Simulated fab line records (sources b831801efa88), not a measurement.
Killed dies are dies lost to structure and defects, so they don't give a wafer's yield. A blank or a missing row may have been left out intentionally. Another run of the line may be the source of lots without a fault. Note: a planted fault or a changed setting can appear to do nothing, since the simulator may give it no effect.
One fault seen from 2 desks	flow sky130	every desk sees just its own numbers, and what lay behind them comes last

DESK OF THE TOOL OWNER: lithoTrack-03
The tool's own readings at SKY_VT_ADJUST_NCORE_COAT_02 (resist thk 1140 nm): means of the sampled wafers that have a number, for each lot that ran on this tool. Any lot whose mean is over 4 standard deviations away from the usual mean is out of limits and marked OUT; that distance is given in the brackets.
Columns: A = resistLineTempC at SKY_VT_ADJUST_NCORE_COAT_02, usual 22.98 C
lot	first seen here	A
L252	day 8 10:15	23.08
L253	day 8 23:09	23.11
L255	day 9 10:06	23.01
L257	day 9 19:57	22.95
L268	day 13 05:25	23.11
L269	day 13 11:59	23.06
L271	day 13 23:38	22.89
L272	day 14 04:49	23.01
This desk's verdict: no lot among the 8 shows anything out of limits.

FROM THE METROLOGY DESK
Means of the sampled wafers that have a number, per lot and without regard to the tool the lot ran on: this is what the gauges read. Any lot whose mean is over 4 standard deviations away from the usual mean is out of limits and marked OUT; that distance is given in the brackets.
Columns: A = VT_ADJUST_NCORE_TW at SKY_VT_ADJUST_NCORE_TW_MEAS_11, usual 219.8; B = VT_ADJUST_HVTR_TW at SKY_VT_ADJUST_HVTR_TW_MEAS_11, usual 212.7
lot	first seen here	A	B
L252	day 8 21:56	220.0	213.2
L253	day 9 10:14	219.9	212.6
L254	day 9 11:17	219.6	214.4
L255	day 9 21:53	219.5	214.5
L257	day 10 11:14	219.0	213.4
L265	day 12 19:17	222.0	212.1
L267	day 13 12:39	220.1	212.5
L268	day 13 18:39	220.1	213.8
L269	day 14 01:00	221.9	211.8
L270	day 14 05:34	217.1	212.6
L271	day 14 13:24	217.4	212.1
L272	day 14 18:54	221.9	212.5
This desk's verdict: no lot among the 12 shows anything out of limits.

ALL TOGETHER
The desk of the tool owner found nothing out of limits.
Nothing out of limits was seen by the metrology desk.

WHAT HAD BEEN PUT IN BY THE SIMULATOR
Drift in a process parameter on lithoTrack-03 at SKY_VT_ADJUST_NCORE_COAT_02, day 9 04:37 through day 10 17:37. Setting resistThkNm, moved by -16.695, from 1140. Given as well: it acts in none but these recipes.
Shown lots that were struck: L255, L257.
